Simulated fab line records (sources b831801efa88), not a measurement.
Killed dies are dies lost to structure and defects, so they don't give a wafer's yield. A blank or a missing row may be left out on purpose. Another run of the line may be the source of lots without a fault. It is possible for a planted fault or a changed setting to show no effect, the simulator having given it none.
Which tool was responsible? || flow sky130 || 20 wafers sampled from 7 lots at 1 step of a route of 708

WHAT EACH GAUGE READ, for each wafer
SKY_SONOS_ONO_THK_MEAS_03.
{"lot": "L158", "measured": "day 12 12:39", "on": "film_metro-02", "SONOS_ONO_CVD_02_THK (nm)": "10.51 10.57 10.51"}
{"lot": "L160", "measured": "day 13 23:55", "on": "film_metro-02", "SONOS_ONO_CVD_02_THK (nm)": "10.28 10.27 10.27"}
{"lot": "L161", "measured": "day 14 03:50", "on": "film_metro-04", "SONOS_ONO_CVD_02_THK (nm)": "10.47 10.63 10.62"}
{"lot": "L165", "measured": "day 14 18:19", "on": "film_metro-01", "SONOS_ONO_CVD_02_THK (nm)": "10.20 10.24 10.14"}
{"lot": "L168", "measured": "day 15 16:23", "on": "film_metro-01", "SONOS_ONO_CVD_02_THK (nm)": "10.37 10.42 10.39"}
{"lot": "L175", "measured": "day 18 01:04", "on": "film_metro-01", "SONOS_ONO_CVD_02_THK (nm)": "10.47 10.55"}
{"lot": "L178", "measured": "day 19 04:18", "on": "film_metro-02", "SONOS_ONO_CVD_02_THK (nm)": "10.35 10.43 10.34"}

WHAT TOOL EACH LOT RAN ON (gives the tool, then ch and the chambers of the sampled wafers, and finally the start)
Record: no process step prior to these readings.

THE ANSWER, worked out from the rows above alone
Rule: what is usual is taken from the lots themselves. The widest of any qualifying gaps counts: lots, ordered by their means at a reading, are off when they make up no more than a third of the lots, leave a main group of 4 or more, and stand apart from it by 3 or more times the standard deviation of that group's means. Not used: any main group whose means are identical at the precision the tables above print for the reading. Also off: a lot with no number at a reading for which 4 or more lots have one. All remaining lots with rows at the step are treated as sound.
No lot is off on any of the readings shown, so nothing can be concluded from this.

WHAT THE SIMULATOR PUT IN
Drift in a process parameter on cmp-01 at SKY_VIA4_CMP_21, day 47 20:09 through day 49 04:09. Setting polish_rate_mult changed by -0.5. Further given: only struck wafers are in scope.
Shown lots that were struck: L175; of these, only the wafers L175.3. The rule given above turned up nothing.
